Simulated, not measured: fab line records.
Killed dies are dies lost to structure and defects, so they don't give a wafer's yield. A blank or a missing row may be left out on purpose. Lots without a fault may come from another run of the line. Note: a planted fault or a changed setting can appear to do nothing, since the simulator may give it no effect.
Comparing a struck lot with a sound one :: flow sky130 :: 17 out of 708 route steps
Sound: the wafers L766.1, L766.3, L766.6. Wafers struck: L758.1, L758.3, L758.5. Last of all comes the cause.
For every step that has rows: the tool of each side, followed by ch and its chambers, followed by its first start. Under that, the readings that differ: sound wafers :: struck wafers :: difference of the means :: sigmas: that difference in standard deviations of wafers without a fault.
alike: readings with means less than 2 such deviations apart, plus words and numbers identical on both sides. not compared: withheld readings, readings lacking a value on some wafer, bounds such as >300 that could conceal the same value, and numbers that have no deviation in the record and whose values overlap.
A row with sigmas, a row that says differs or no value, or rows on one side alone: a step with any of these is where the two part. Non-overlapping numbers with no deviation appear without sigmas and do not part them. Lack of a reading on every wafer of one side parts them only where that side has two or more wafers.

SKY_VT_ADJUST_HVTR_OVL_MEAS_08:
  sound on overlay-01 at day 16 16:41; struck on overlay-01 at day 14 02:40
  alike: VT_ADJUST_HVTR_OVL
after that, 1 step had no rows for these wafers: SKY_VT_ADJUST_HVTR_IMPLANT_09.
SKY_VT_ADJUST_HVTR_STRIP_10: strips in O2/N2.
  sound on plasma_asher-01 ch 0,1, day 16 16:52; struck on plasma_asher-01 ch 0,1, day 14 02:51
  alike: drypump_motor_current_A, o2_flow_sccm, oes_product_au, strip_time_to_endpoint_s
  not compared: rf_hours_counter_h
SKY_VT_ADJUST_HVTR_TW_MEAS_11:
  sound on film_metro-02 at day 16 16:58; struck on film_metro-02 at day 14 02:57
  alike: VT_ADJUST_HVTR_TW
then, 7 steps without rows for these wafers: SKY_VT_ADJUST_PCH_DEHYDRATE_00 (time 60 s); SKY_VT_ADJUST_PCH_HMDS_01 (prime time 60 s); SKY_VT_ADJUST_PCH_COAT_02 (resist thk 3000 nm); SKY_VT_ADJUST_PCH_SOFTBAKE_03; SKY_VT_ADJUST_PCH_EXPOSE_04 (exposes mask NWM, target cd 840 nm); SKY_VT_ADJUST_PCH_PEB_05; SKY_VT_ADJUST_PCH_DEVELOP_06 (develop time 60 s).
SKY_VT_ADJUST_PCH_OVL_MEAS_07:
  sound on overlay-02 at day 17 21:56; struck on overlay-01 at day 15 05:55
  alike: VT_ADJUST_PCH_OVL
SKY_VT_ADJUST_PCH_IMPLANT_08:
  sound on implanter-03 ch 0, day 17 21:59; struck on implanter-01 ch 0, day 15 06:16
  alike: beam_energy_keV
SKY_VT_ADJUST_PCH_STRIP_09: strips in O2/N2.
  sound on plasma_asher-01 ch 0,1, day 17 22:08; struck on plasma_asher-03 ch 1, day 15 06:25
  alike: drypump_motor_current_A, o2_flow_sccm, oes_product_au, strip_time_to_endpoint_s
  not compared: rf_hours_counter_h
SKY_VT_ADJUST_PCH_TW_MEAS_10:
  sound on film_metro-02 at day 17 22:14; struck on film_metro-04 at day 15 06:31
reading: VT_ADJUST_PCH_TW
sound: 144.7 144.5 144.4
struck: 172.5 172.1 173.8
difference: +28.3
sigmas: +16
then, 1 step without rows for these wafers: SKY_SONOS_TUNNEL_DEHYDRATE_00 (time 60 s).
-- the record jumps here: 35 days lie between the struck wafers' starts before and after (it left off in module SONOS_TUNNEL and takes up again in module PAD_OPEN, whose first step shown is number 708 of the route) --
SKY_PAD_OPEN_PROBE_99:
  sound on prober-01 at day 51 20:10; struck on prober-01 at day 50 06:45
reading: model.etest.pfet_g5v0d10v5.r_on_ohm_um
sound: 4838 4868 4820
struck: 4563 4476 4492
difference: -332
sigmas: 

reading: model.etest.pfet_g5v0d10v5.drive_ua_um
sound: 335.3 331 337.4
struck: 364.9 367.1 361.2
difference: +29.8
sigmas: 

reading: model.etest.pfet_01v8_lvt.drive_ua_um
sound: 174.8 172.6 173.7
struck: 185.3 188.3 188.5
difference: +13.7
sigmas: 

reading: model.etest.pfet_16v.drive_ua_um
sound: 242.1 232.3 240.9
struck: 256.1 249.8 250.9
difference: +13.8
sigmas: 

reading: model.etest.pfet_01v8.drive_ua_um
sound: 197.5 195 198.4
struck: 202.9 201.6 205.6
difference: +6.4
sigmas: 
  alike: killed_at_M0_to_M3, killed_at_M4_up, killed_at_contacts, killed_at_front_end, killed_at_other, killed_dies, killed_open, killed_short
  not compared: model.etest.nfet_16v.r_on_ohm_um, model.etest.tip_p.rs_ohm_sq, model.etest.tip_p_5v.rs_ohm_sq

WHERE THEY PART
Only at SKY_VT_ADJUST_PCH_TW_MEAS_10, as far as this record shows. Later steps at which nothing parts them and some readings are alike: SKY_PAD_OPEN_PROBE_99.

WHY: what the simulator had put in
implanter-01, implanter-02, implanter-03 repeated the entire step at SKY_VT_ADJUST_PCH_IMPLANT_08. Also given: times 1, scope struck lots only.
